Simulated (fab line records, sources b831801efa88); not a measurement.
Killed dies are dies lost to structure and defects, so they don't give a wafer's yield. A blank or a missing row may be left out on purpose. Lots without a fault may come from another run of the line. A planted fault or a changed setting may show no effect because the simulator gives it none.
Chamber matching | flow sky130 | SKY_CONTACT_CMP_04 on cmp-01: 4 sister chambers
The step polishes SiO2. 4 wafers are shown with their chamber, then 7 later ones without.

WAFERS WITH THEIR CHAMBER
wafer  | chamber | motor_current_A (A)
L514.3 | 3       | 10.7
L514.4 | 0       | 10.4
L521.1 | 2       | 10.5
L521.2 | 1       | 12.2

WAFERS WITHOUT THEIR CHAMBER
wafer  | motor_current_A (A)
L521.3 | 10.5
L522.1 | 10.5
L522.4 | 11.7
L522.5 | 10.9
L530.2 | 11.1
L530.5 | 10.7
L530.6 | 10.8

WHICH CHAMBER EACH WENT THROUGH
wafer  | from the rows above          | in truth
L521.3 | can't be placed: 2 or 0 or 3 | 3
L522.1 | can't be placed: 2 or 0 or 3 | 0
L522.4 | can't be placed: 1 or 3      | 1
L522.5 | can't be placed: 3 or 2 or 0 | 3
L530.2 | can't be placed: 3 or 2 or 0 | 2
L530.5 | can't be placed: 3 or 2 or 0 | 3
L530.6 | can't be placed: 3 or 2 or 0 | 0
Placed correctly: 0 of 7. Can't be placed from these rows: 7 (the true chamber is among the candidates in 7). Placed wrongly: 0.
How it was worked out, from the rows above alone: a wafer's distance from a chamber is the root of the sum, over the readings, of the square of ((its reading less the chamber's mean) divided by the reading's scatter). The wafer belongs to the nearest chamber; if the next one is less than 2 further off, it can't be placed. A chamber's mean is the mean of its shown wafers. The scatter: with one shown wafer a chamber, the root of the mean of the squares of how far each hidden wafer lies from its nearest shown one.
